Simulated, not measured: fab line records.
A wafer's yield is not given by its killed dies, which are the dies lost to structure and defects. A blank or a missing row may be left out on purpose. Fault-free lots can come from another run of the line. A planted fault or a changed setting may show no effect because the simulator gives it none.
The tool behind it: which one? / flow gf180mcu / Sampling: 15 lots, 45 wafers, 4 of 602 route steps

== WHAT THE GAUGES SHOWED, per wafer ==
The record lacks any reading of a measuring or inspecting step that a usual standard deviation could be used to judge.

== EACH LOT AND THE TOOL THAT RAN IT (in order: tool; ch and the chambers of the sampled wafers; start) ==
lot=L686; GF_V2_SPUTTER_22=pvd-sputter-01, day 21 02:32; GF_MIM_SPUTTER_02=pvd-sputter-04, day 25 05:11; GF_MIM_SPUTTER_03=pvd-sputter-04, day 25 05:13; GF_V5_SPUTTER_21=pvd-sputter-04, day 27 23:05
lot=L687; GF_V2_SPUTTER_22=pvd-sputter-04, day 21 08:10; GF_MIM_SPUTTER_02=pvd-sputter-04, day 25 09:17; GF_MIM_SPUTTER_03=pvd-sputter-04, day 25 09:19; GF_V5_SPUTTER_21=pvd-sputter-03, day 28 02:01
lot=L688; GF_V2_SPUTTER_22=pvd-sputter-02, day 21 21:29; GF_MIM_SPUTTER_02=pvd-sputter-02, day 25 20:43; GF_MIM_SPUTTER_03=pvd-sputter-02, day 25 20:45; GF_V5_SPUTTER_21=pvd-sputter-01, day 28 12:19
lot=L689; GF_V2_SPUTTER_22=pvd-sputter-02, day 22 07:50; GF_MIM_SPUTTER_02=pvd-sputter-03, day 26 07:10; GF_MIM_SPUTTER_03=pvd-sputter-03, day 26 07:11; GF_V5_SPUTTER_21=pvd-sputter-03, day 28 21:52
lot=L691; GF_V2_SPUTTER_22=pvd-sputter-04, day 22 22:24; GF_MIM_SPUTTER_02=pvd-sputter-03, day 26 18:09; GF_MIM_SPUTTER_03=pvd-sputter-03, day 26 18:11; GF_V5_SPUTTER_21=pvd-sputter-03, day 29 08:32
lot=L692; GF_V2_SPUTTER_22=pvd-sputter-04, day 23 10:36; GF_MIM_SPUTTER_02=pvd-sputter-02, day 27 08:16; GF_MIM_SPUTTER_03=pvd-sputter-02, day 27 08:18; GF_V5_SPUTTER_21=pvd-sputter-03, day 29 21:02
lot=L693; GF_V2_SPUTTER_22=pvd-sputter-02, day 23 19:22; GF_MIM_SPUTTER_02=pvd-sputter-04, day 27 14:59; GF_MIM_SPUTTER_03=pvd-sputter-04, day 27 15:01; GF_V5_SPUTTER_21=pvd-sputter-04, day 30 03:40
lot=L700; GF_V2_SPUTTER_22=pvd-sputter-01, day 25 22:55; GF_MIM_SPUTTER_02=pvd-sputter-04, day 29 12:58; GF_MIM_SPUTTER_03=pvd-sputter-04, day 29 13:00; GF_V5_SPUTTER_21=pvd-sputter-04, day 31 21:38
lot=L701; GF_V2_SPUTTER_22=pvd-sputter-04, day 26 10:59; GF_MIM_SPUTTER_02=pvd-sputter-03, day 30 00:04; GF_MIM_SPUTTER_03=pvd-sputter-03, day 30 00:06; GF_V5_SPUTTER_21=pvd-sputter-04, day 32 06:48
lot=L702; GF_V2_SPUTTER_22=pvd-sputter-01, day 26 18:34; GF_MIM_SPUTTER_02=pvd-sputter-02, day 30 06:43; GF_MIM_SPUTTER_03=pvd-sputter-02, day 30 06:44; GF_V5_SPUTTER_21=pvd-sputter-04, day 32 15:04
lot=L703; GF_V2_SPUTTER_22=pvd-sputter-04, day 26 19:31; GF_MIM_SPUTTER_02=pvd-sputter-04, day 30 07:42; GF_MIM_SPUTTER_03=pvd-sputter-04, day 30 07:44; GF_V5_SPUTTER_21=pvd-sputter-03, day 32 15:29
lot=L704; GF_V2_SPUTTER_22=pvd-sputter-02, day 27 05:10; GF_MIM_SPUTTER_02=pvd-sputter-02, day 30 16:47; GF_MIM_SPUTTER_03=pvd-sputter-02, day 30 16:49; GF_V5_SPUTTER_21=pvd-sputter-04, day 32 21:31
lot=L705; GF_V2_SPUTTER_22=pvd-sputter-04, day 27 09:33; GF_MIM_SPUTTER_02=pvd-sputter-03, day 30 21:16; GF_MIM_SPUTTER_03=pvd-sputter-03, day 30 21:18; GF_V5_SPUTTER_21=pvd-sputter-01, day 33 01:40
lot=L707; GF_V2_SPUTTER_22=pvd-sputter-01, day 27 20:33; GF_MIM_SPUTTER_02=pvd-sputter-04, day 31 06:25; GF_MIM_SPUTTER_03=pvd-sputter-04, day 31 06:27; GF_V5_SPUTTER_21=pvd-sputter-04, day 33 10:34
lot=L706; GF_V2_SPUTTER_22=pvd-sputter-01, day 27 23:37; GF_MIM_SPUTTER_02=pvd-sputter-04, day 31 08:23; GF_MIM_SPUTTER_03=pvd-sputter-04, day 31 08:25; GF_V5_SPUTTER_21=pvd-sputter-04, day 33 12:13
- GF_V2_SPUTTER_22: material TiN, target thk 10 nm, time 40 s.
- GF_MIM_SPUTTER_02: material AlCu, target thk 450 nm, time 23.9 s.
- GF_MIM_SPUTTER_03: material Ti, target thk 10 nm, time 6.7 s.
- GF_V5_SPUTTER_21: material Ti, target thk 15 nm, time 80.02 s.

== WHAT THE TOOLS THEMSELVES READ (means of the sampled wafers that have a number; where no wafer has one, the mark that the record gives instead) ==
GF_V2_SPUTTER_22. Usual: cathode-dc-power-W 4000.0 W, standard deviation 0.73; chamber-pressure-pa 4.999 Pa, standard deviation 0.0099; throttle-valve-pct 30.1 %, standard deviation 0.81.
lot=L686; tool=pvd-sputter-01; cathode-dc-power-W (W)=4000.3; chamber-pressure-pa (Pa)=5.001; throttle-valve-pct (%)=31.0; flag=
lot=L687; tool=pvd-sputter-04; cathode-dc-power-W (W)=4000.7; chamber-pressure-pa (Pa)=4.998; throttle-valve-pct (%)=30.1; flag=
lot=L688; tool=pvd-sputter-02; cathode-dc-power-W (W)=4000.2; chamber-pressure-pa (Pa)=4.995; throttle-valve-pct (%)=30.5; flag=
lot=L689; tool=pvd-sputter-02; cathode-dc-power-W (W)=3999.8; chamber-pressure-pa (Pa)=5.007; throttle-valve-pct (%)=30.2; flag=
lot=L691; tool=pvd-sputter-04; cathode-dc-power-W (W)=4000.7; chamber-pressure-pa (Pa)=4.993; throttle-valve-pct (%)=30.2; flag=
lot=L692; tool=pvd-sputter-04; cathode-dc-power-W (W)=4000.1; chamber-pressure-pa (Pa)=5.001; throttle-valve-pct (%)=29.8; flag=
lot=L693; tool=pvd-sputter-02; cathode-dc-power-W (W)=3999.7; chamber-pressure-pa (Pa)=5.008; throttle-valve-pct (%)=30.3; flag=
lot=L700; tool=pvd-sputter-01; cathode-dc-power-W (W)=3999.9; chamber-pressure-pa (Pa)=4.987; throttle-valve-pct (%)=30.5; flag=
lot=L701; tool=pvd-sputter-04; cathode-dc-power-W (W)=4000.2; chamber-pressure-pa (Pa)=4.996; throttle-valve-pct (%)=30.3; flag=
lot=L702; tool=pvd-sputter-01; cathode-dc-power-W (W)=4000.1; chamber-pressure-pa (Pa)=4.985; throttle-valve-pct (%)=30.2; flag=
lot=L703; tool=pvd-sputter-04; cathode-dc-power-W (W)=3999.7; chamber-pressure-pa (Pa)=4.997; throttle-valve-pct (%)=30.4; flag=
lot=L704; tool=pvd-sputter-02; cathode-dc-power-W (W)=3999.6; chamber-pressure-pa (Pa)=4.998; throttle-valve-pct (%)=28.9; flag=
lot=L705; tool=pvd-sputter-04; cathode-dc-power-W (W)=3999.6; chamber-pressure-pa (Pa)=5.006; throttle-valve-pct (%)=30.1; flag=
lot=L707; tool=pvd-sputter-01; cathode-dc-power-W (W)=3999.4; chamber-pressure-pa (Pa)=5.003; throttle-valve-pct (%)=30.2; flag=
lot=L706; tool=pvd-sputter-01; cathode-dc-power-W (W)=4000.3; chamber-pressure-pa (Pa)=5.003; throttle-valve-pct (%)=30.1; flag=

GF_MIM_SPUTTER_02. Usual: cathode-dc-power-W 10600 W, standard deviation 1.8; chamber-pressure-pa 0.4001 Pa, standard deviation 0.00074; throttle-valve-pct 30.0 %, standard deviation 0.66.
lot=L686; tool=pvd-sputter-04; cathode-dc-power-W (W)=10600; chamber-pressure-pa (Pa)=0.4005; throttle-valve-pct (%)=30.1; flag=
lot=L687; tool=pvd-sputter-04; cathode-dc-power-W (W)=10600; chamber-pressure-pa (Pa)=0.3998; throttle-valve-pct (%)=30.1; flag=
lot=L688; tool=pvd-sputter-02; cathode-dc-power-W (W)=10601; chamber-pressure-pa (Pa)=0.4005; throttle-valve-pct (%)=29.8; flag=
lot=L689; tool=pvd-sputter-03; cathode-dc-power-W (W)=10601; chamber-pressure-pa (Pa)=0.4003; throttle-valve-pct (%)=29.7; flag=
lot=L691; tool=pvd-sputter-03; cathode-dc-power-W (W)=10597; chamber-pressure-pa (Pa)=0.3994; throttle-valve-pct (%)=30.3; flag=
lot=L692; tool=pvd-sputter-02; cathode-dc-power-W (W)=10601; chamber-pressure-pa (Pa)=0.4003; throttle-valve-pct (%)=29.1; flag=
lot=L693; tool=pvd-sputter-04; cathode-dc-power-W (W)=10601; chamber-pressure-pa (Pa)=0.3996; throttle-valve-pct (%)=30.2; flag=
lot=L700; tool=pvd-sputter-04; cathode-dc-power-W (W)=10599; chamber-pressure-pa (Pa)=0.4001; throttle-valve-pct (%)=30.0; flag=
lot=L701; tool=pvd-sputter-03; cathode-dc-power-W (W)=10601; chamber-pressure-pa (Pa)=0.3996; throttle-valve-pct (%)=30.1; flag=
lot=L702; tool=pvd-sputter-02; cathode-dc-power-W (W)=10600; chamber-pressure-pa (Pa)=0.4002; throttle-valve-pct (%)=29.0; flag=
lot=L703; tool=pvd-sputter-04; cathode-dc-power-W (W)=10599; chamber-pressure-pa (Pa)=0.4008; throttle-valve-pct (%)=30.1; flag=
lot=L704; tool=pvd-sputter-02; cathode-dc-power-W (W)=10598; chamber-pressure-pa (Pa)=0.3995; throttle-valve-pct (%)=30.0; flag=
lot=L705; tool=pvd-sputter-03; cathode-dc-power-W (W)=10600; chamber-pressure-pa (Pa)=0.3992; throttle-valve-pct (%)=30.2; flag=
lot=L707; tool=pvd-sputter-04; cathode-dc-power-W (W)=10601; chamber-pressure-pa (Pa)=0.3999; throttle-valve-pct (%)=30.3; flag=
lot=L706; tool=pvd-sputter-04; cathode-dc-power-W (W)=10600; chamber-pressure-pa (Pa)=0.4002; throttle-valve-pct (%)=30.2; flag=

GF_MIM_SPUTTER_03. Usual: cathode-dc-power-W 3000.0 W, standard deviation 0.52; chamber-pressure-pa 0.3000 Pa, standard deviation 0.0006; throttle-valve-pct 30.1 %, standard deviation 0.65.
lot=L686; tool=pvd-sputter-04; cathode-dc-power-W (W)=3000.1; chamber-pressure-pa (Pa)=0.2999; throttle-valve-pct (%)=30.2; flag=
lot=L687; tool=pvd-sputter-04; cathode-dc-power-W (W)=3000.1; chamber-pressure-pa (Pa)=0.2998; throttle-valve-pct (%)=30.3; flag=
lot=L688; tool=pvd-sputter-02; cathode-dc-power-W (W)=3000.3; chamber-pressure-pa (Pa)=0.3000; throttle-valve-pct (%)=29.8; flag=
lot=L689; tool=pvd-sputter-03; cathode-dc-power-W (W)=3000.6; chamber-pressure-pa (Pa)=0.3001; throttle-valve-pct (%)=29.7; flag=
lot=L691; tool=pvd-sputter-03; cathode-dc-power-W (W)=3000.1; chamber-pressure-pa (Pa)=0.3004; throttle-valve-pct (%)=30.4; flag=
lot=L692; tool=pvd-sputter-02; cathode-dc-power-W (W)=3000.0; chamber-pressure-pa (Pa)=0.3002; throttle-valve-pct (%)=29.0; flag=
lot=L693; tool=pvd-sputter-04; cathode-dc-power-W (W)=2999.9; chamber-pressure-pa (Pa)=0.2992; throttle-valve-pct (%)=30.0; flag=
lot=L700; tool=pvd-sputter-04; cathode-dc-power-W (W)=3000.1; chamber-pressure-pa (Pa)=0.2997; throttle-valve-pct (%)=30.1; flag=
lot=L701; tool=pvd-sputter-03; cathode-dc-power-W (W)=3000.1; chamber-pressure-pa (Pa)=0.3004; throttle-valve-pct (%)=30.2; flag=
lot=L702; tool=pvd-sputter-02; cathode-dc-power-W (W)=2999.7; chamber-pressure-pa (Pa)=0.2998; throttle-valve-pct (%)=29.4; flag=
lot=L703; tool=pvd-sputter-04; cathode-dc-power-W (W)=3000.2; chamber-pressure-pa (Pa)=0.3003; throttle-valve-pct (%)=30.1; flag=
lot=L704; tool=pvd-sputter-02; cathode-dc-power-W (W)=2999.8; chamber-pressure-pa (Pa)=0.3002; throttle-valve-pct (%)=29.9; flag=
lot=L705; tool=pvd-sputter-03; cathode-dc-power-W (W)=2999.8; chamber-pressure-pa (Pa)=0.3004; throttle-valve-pct (%)=30.2; flag=
lot=L707; tool=pvd-sputter-04; cathode-dc-power-W (W)=2999.6; chamber-pressure-pa (Pa)=0.3000; throttle-valve-pct (%)=30.4; flag=
lot=L706; tool=pvd-sputter-04; cathode-dc-power-W (W)=3000.1; chamber-pressure-pa (Pa)=0.3005; throttle-valve-pct (%)=30.4; flag=

GF_V5_SPUTTER_21. Usual: cathode-dc-power-W 2500.0 W, standard deviation 0.48; chamber-pressure-pa 4.999 Pa, standard deviation 0.0097; throttle-valve-pct 30.1 %, standard deviation 0.52.
lot=L686; tool=pvd-sputter-04; cathode-dc-power-W (W)=2500.3; chamber-pressure-pa (Pa)=5.001; throttle-valve-pct (%)=30.5; flag=
lot=L687; tool=pvd-sputter-03; cathode-dc-power-W (W)=2500.1; chamber-pressure-pa (Pa)=5.007; throttle-valve-pct (%)=30.1; flag=
lot=L688; tool=pvd-sputter-01; cathode-dc-power-W (W)=2500.2; chamber-pressure-pa (Pa)=4.989; throttle-valve-pct (%)=30.1; flag=
lot=L689; tool=pvd-sputter-03; cathode-dc-power-W (W)=2500.3; chamber-pressure-pa (Pa)=4.997; throttle-valve-pct (%)=29.8; flag=
lot=L691; tool=pvd-sputter-03; cathode-dc-power-W (W)=-; chamber-pressure-pa (Pa)=-; throttle-valve-pct (%)=-; flag=OFF
lot=L692; tool=pvd-sputter-03; cathode-dc-power-W (W)=-; chamber-pressure-pa (Pa)=-; throttle-valve-pct (%)=-; flag=OFF
lot=L693; tool=pvd-sputter-04; cathode-dc-power-W (W)=-; chamber-pressure-pa (Pa)=-; throttle-valve-pct (%)=-; flag=OFF
lot=L700; tool=pvd-sputter-04; cathode-dc-power-W (W)=2500.6; chamber-pressure-pa (Pa)=4.995; throttle-valve-pct (%)=30.3; flag=
lot=L701; tool=pvd-sputter-04; cathode-dc-power-W (W)=2500.7; chamber-pressure-pa (Pa)=4.993; throttle-valve-pct (%)=30.3; flag=
lot=L702; tool=pvd-sputter-04; cathode-dc-power-W (W)=2500.3; chamber-pressure-pa (Pa)=5.003; throttle-valve-pct (%)=29.9; flag=
lot=L703; tool=pvd-sputter-03; cathode-dc-power-W (W)=2499.7; chamber-pressure-pa (Pa)=5.001; throttle-valve-pct (%)=29.9; flag=
lot=L704; tool=pvd-sputter-04; cathode-dc-power-W (W)=2500.0; chamber-pressure-pa (Pa)=5.007; throttle-valve-pct (%)=30.3; flag=
lot=L705; tool=pvd-sputter-01; cathode-dc-power-W (W)=2500.2; chamber-pressure-pa (Pa)=4.993; throttle-valve-pct (%)=30.2; flag=
lot=L707; tool=pvd-sputter-04; cathode-dc-power-W (W)=2500.3; chamber-pressure-pa (Pa)=4.999; throttle-valve-pct (%)=30.4; flag=
lot=L706; tool=pvd-sputter-04; cathode-dc-power-W (W)=2500.3; chamber-pressure-pa (Pa)=5.001; throttle-valve-pct (%)=30.2; flag=

== THE ANSWER, worked out from the rows above alone ==
Rule: lot off if the mean of its wafers having a number is beyond 3 standard deviations from the usual mean. A lot without any number at a reading at which 4 lots or more have one is off too. All remaining lots with rows at the step are treated as sound. First the gauges in route order, then the tools' own readings, where a lot's mean is used as printed above. At the first step where some lot is off, the reading lying furthest off is the one used; lots without a number count as furthest.
Off at GF_V5_SPUTTER_21 (cathode-dc-power-W): L691, L692, L693. Without a number there: L691, L692, L693.
A tool fits if, at that step or a process step before it, it ran every lot that is off, and no sound lot after the first of them. No candidate that was tried fits.

== WHAT HAD BEEN PUT IN BY THE SIMULATOR ==
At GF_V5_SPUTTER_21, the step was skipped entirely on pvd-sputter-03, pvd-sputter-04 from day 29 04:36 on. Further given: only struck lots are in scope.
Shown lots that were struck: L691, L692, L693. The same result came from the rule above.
